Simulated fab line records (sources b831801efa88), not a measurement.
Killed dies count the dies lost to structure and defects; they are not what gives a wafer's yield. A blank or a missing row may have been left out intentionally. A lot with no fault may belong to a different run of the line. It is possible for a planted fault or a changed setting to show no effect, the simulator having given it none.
Matching of chambers || flow sky130 || SKY_CAP2M_CVD_00 on pecvd-01 has 3 sister chambers
The step deposits SiO2, target thk 15.5 nm. 3 wafers are shown with their chamber, then 8 later ones without.

## WAFERS WITH THEIR CHAMBER
{"wafer": "L089.4", "chamber": 1, "heater power w (W)": 642}
{"wafer": "L089.5", "chamber": 2, "heater power w (W)": 701}
{"wafer": "L093.1", "chamber": 0, "heater power w (W)": 777}

## WAFERS WITHOUT THEIR CHAMBER
{"wafer": "L093.5", "heater power w (W)": 642}
{"wafer": "L093.6", "heater power w (W)": 739}
{"wafer": "L095.1", "heater power w (W)": 749}
{"wafer": "L095.3", "heater power w (W)": 629}
{"wafer": "L095.6", "heater power w (W)": 757}
{"wafer": "L097.1", "heater power w (W)": 684}
{"wafer": "L097.2", "heater power w (W)": 624}
{"wafer": "L097.3", "heater power w (W)": 748}

## WHICH CHAMBER EACH ONE RAN IN
{"wafer": "L093.5", "from the rows above": 1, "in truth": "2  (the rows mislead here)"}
{"wafer": "L093.6", "from the rows above": "can't be placed: 0 or 2", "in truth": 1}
{"wafer": "L095.1", "from the rows above": "can't be placed: 0 or 2", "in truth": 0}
{"wafer": "L095.3", "from the rows above": 1, "in truth": 1}
{"wafer": "L095.6", "from the rows above": "can't be placed: 0 or 2", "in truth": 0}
{"wafer": "L097.1", "from the rows above": "can't be placed: 2 or 1", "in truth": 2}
{"wafer": "L097.2", "from the rows above": 1, "in truth": 1}
{"wafer": "L097.3", "from the rows above": "can't be placed: 0 or 2", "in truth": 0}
Correctly placed: 2 of 8. From these rows, 5 cannot be placed; in 4 the true chamber is one of the candidates. Placed wrongly: 1.
How it was worked out, from the rows above alone: a wafer's distance from a chamber is the root of the sum, over the readings, of the square of ((its reading less the chamber's mean) divided by the reading's scatter). The wafer belongs to the nearest chamber; if the next one is less than 2 further off, it can't be placed. A chamber's mean is the mean of its shown wafers. The scatter (one wafer shown for each chamber): square how far every hidden wafer sits from the nearest shown wafer, average those squares and take the square root.
